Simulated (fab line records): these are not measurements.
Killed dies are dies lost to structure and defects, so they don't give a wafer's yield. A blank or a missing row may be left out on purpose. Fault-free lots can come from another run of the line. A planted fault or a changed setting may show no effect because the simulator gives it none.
Struck lot and sound lot, side by side | flow gf180mcu | 16 out of 602 route steps
Sound: wafers L506.3, L506.4, L506.5. Struck: wafer L496.4. (L496.1, L496.6 of the same lot were not struck and are left out.) The cause comes at the end.
At each step with rows: each side's tool, then ch and its chambers, then its first start. Under that, the readings that differ: sound wafers | struck wafers | difference of the means | sigmas: that difference in standard deviations of wafers without a fault.
alike: words and numbers the same on both sides, and readings whose means are apart by under 2 such deviations; not compared: readings that were withheld, readings missing a value for some wafer, numbers with overlapping values and no deviation given by the record, and bounds like >300 which may hide the same value.
Wherever a step has rows on one side only, a row that says differs or no value, or a row with sigmas, the two part there. Non-overlapping numbers with no deviation appear without sigmas and do not part them. Lack of a reading on every wafer of one side parts them only where that side has two or more wafers.

first, 2 steps without rows for these wafers: GF_CONTACT_PEB_12 (peb time 90 s); GF_CONTACT_DEVELOP_13 (develop time 60 s).
GF_CONTACT_CD_MEAS_14: the cd target is 220 nm.
  struck on cd_sem-02, day 19 21:45; sound on cd_sem-01, day 22 20:11
  alike: cd_nm
GF_CONTACT_OVL_MEAS_15:
  struck on overlay-02, day 19 21:52; sound on overlay-02, day 22 20:16
  alike: CONTACT_OVL
GF_CONTACT_ETCH_16: etches BARC in N2/H2.
  sound on rie_diel-02 ch 0,1,3, day 22 20:17; struck on rie_diel-04 ch 0, day 19 21:55
  alike: drypump_motor_current_A, oes_product_au, throttle_valve_pct
GF_CONTACT_ETCH_17: etches SiO2 in C4F8/O2/Ar, stops on CoSi2, target depth 860 nm.
  sound: rie_diel-02 ch 0,1,3; struck: rie_diel-04 ch 0
  alike: oes_product_au
then, 4 steps without rows for these wafers: GF_CONTACT_STRIP_18 (strips in O2/N2); GF_CONTACT_CLEAN_19 (cleans in SPM); GF_CONTACT_CLEAN_20 (cleans in DIW); GF_CONTACT_CLEAN_21 (cleans in dHF, time 20 s).
GF_CONTACT_SPUTTER_22: material Ti, target thk 15 nm, time 80.02 s.
  struck on pvd_sputter-01, day 19 22:22; sound on pvd_sputter-01, day 22 20:46
  alike: throttle_valve_pct
GF_CONTACT_SPUTTER_23: material TiN, target thk 10 nm, time 40 s.
  struck on pvd_sputter-01, day 19 22:26; sound on pvd_sputter-01, day 22 20:49
  alike: throttle_valve_pct
GF_CONTACT_CVD_24: deposits W, target thk 300 nm, time 90.339 s.
  sound on cvd_w-01 ch 0,1, day 22 20:53; struck on cvd_w-01 ch 0, day 19 22:28
  reading                               | sound             | struck | difference | sigmas
  heater_power_w (W)                    | 855 920 913       | 812    | -84        | -2
  model.W_of_CONTACT_CVD_24.thk_nm (nm) | 293.8 296.2 295.1 | 324.9  | +29.9      |
  not compared: since_wet_clean_h
GF_CONTACT_RS_MEAS_25: a four-point-probe measurement.
  struck on film_metro-02, day 19 22:34; sound on film_metro-03, day 22 21:00
  reading               | sound             | struck | difference | sigmas
  CONTACT_W_RS (ohm/sq) | 0.391 0.388 0.390 | 0.353  | -0.037     | -9
GF_CONTACT_THK_MEAS_26: measures by xrf.
  struck on film_metro-02, day 19 22:41; sound on film_metro-03, day 22 21:06
  reading            | sound       | struck | difference | sigmas
  CONTACT_W_THK (nm) | 297 298 296 | 326    | +29        | +8
GF_CONTACT_CMP_27: polishes, stops on SiO2, t overpolish 15 s, target thk 0 nm.
  sound on cmp-02 ch 1,2,3, day 22 21:08; struck on cmp-02 ch 1, day 19 22:48
  alike: motor_current_A, retaining_ring_pressure_frac

## WHERE THEY PART
First at GF_CONTACT_CVD_24; last, within this record, at GF_CONTACT_THK_MEAS_26. Later steps at which nothing parts them and some readings are alike: GF_CONTACT_CMP_27.

WHY: what had been put in by the simulator
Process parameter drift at GF_CONTACT_CVD_24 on cvd_w-01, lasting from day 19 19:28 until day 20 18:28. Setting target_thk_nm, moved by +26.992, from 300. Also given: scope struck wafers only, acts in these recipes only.
